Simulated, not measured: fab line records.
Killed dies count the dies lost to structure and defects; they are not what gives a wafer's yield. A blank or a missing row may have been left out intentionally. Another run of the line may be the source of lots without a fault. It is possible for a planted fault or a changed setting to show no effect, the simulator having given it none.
A struck lot beside a sound one | flow sky130 | 14 steps out of a route of 708
Sound: these wafers, L544.1, L544.2, L544.5. Wafers struck: L559.1, L559.4, L559.6. The cause is given at the end.
Order at every step that has rows: each side's tool, ch and its chambers, its first start. Under that, the readings that differ: sound wafers | struck wafers | difference of the means | sigmas: that difference in standard deviations of wafers without a fault.
alike: words and numbers the same on both sides, and readings whose means are apart by under 2 such deviations; not compared: readings that were withheld, readings missing a value for some wafer, numbers with overlapping values and no deviation given by the record, and bounds like >300 which may hide the same value.
A row with sigmas, a row that says differs or no value, or rows on one side alone: a step with any of these is where the two part. Non-overlapping numbers with no deviation appear without sigmas and do not part them. Lack of a reading on every wafer of one side parts them only where that side has two or more wafers.

first, 4 steps without rows for these wafers: SKY_RES_XHIGH_EXPOSE_04 (exposes mask URPM, target cd 1270 nm); SKY_RES_XHIGH_PEB_05; SKY_RES_XHIGH_DEVELOP_06 (develop time 60 s); SKY_RES_XHIGH_IMPLANT_07.
SKY_RES_XHIGH_STRIP_08: strips in O2/N2.
  sound on plasmaAsher-02 ch 0,1, day 27 15:06; struck on plasmaAsher-04 ch 0,1, day 32 14:09
  alike: drypumpMotorCurrentA, oesProductAu, stripTimeToEndpointS
  not compared: rfHoursCounterH
SKY_RES_XHIGH_TW_MEAS_09:
  sound: filmMetro-03 at day 27 15:12; struck: filmMetro-03 at day 32 14:15
  alike: RES_XHIGH_TW
then, 6 steps without rows for these wafers: SKY_SD_N_DEHYDRATE_00 (time 60 s); SKY_SD_N_HMDS_01 (prime time 60 s); SKY_SD_N_COAT_02 (resist thk 1140 nm); SKY_SD_N_SOFTBAKE_03 (time 60 s); SKY_SD_N_EXPOSE_04 (exposes mask NSDM, target cd 380 nm); SKY_SD_N_PEB_05.
SKY_SD_N_DEVELOP_06: develop time 60 s.
  struck on lithoTrack-04, day 33 16:23; sound on lithoTrack-04 ch 0, day 28 19:08
  no value came back on the struck wafers for chillPlateTempC (C), developTimeS (s); on the sound wafers chillPlateTempC (C) reads 23.04 23.03 23.00
SKY_SD_N_CD_MEAS_07 targets a cd of 380 nm.
  sound: cdSem-02 at day 28 19:17; struck: cdSem-01 at day 33 16:32
reading   | sound             | struck | difference                    | sigmas
cdNm (nm) | 373.9 374.8 371.4 | - - -  | no value on the struck wafers | 

== WHERE THEY PART ==
Earliest at SKY_SD_N_DEVELOP_06; latest, in this record, at SKY_SD_N_CD_MEAS_07.

WHY: what the simulator had put in
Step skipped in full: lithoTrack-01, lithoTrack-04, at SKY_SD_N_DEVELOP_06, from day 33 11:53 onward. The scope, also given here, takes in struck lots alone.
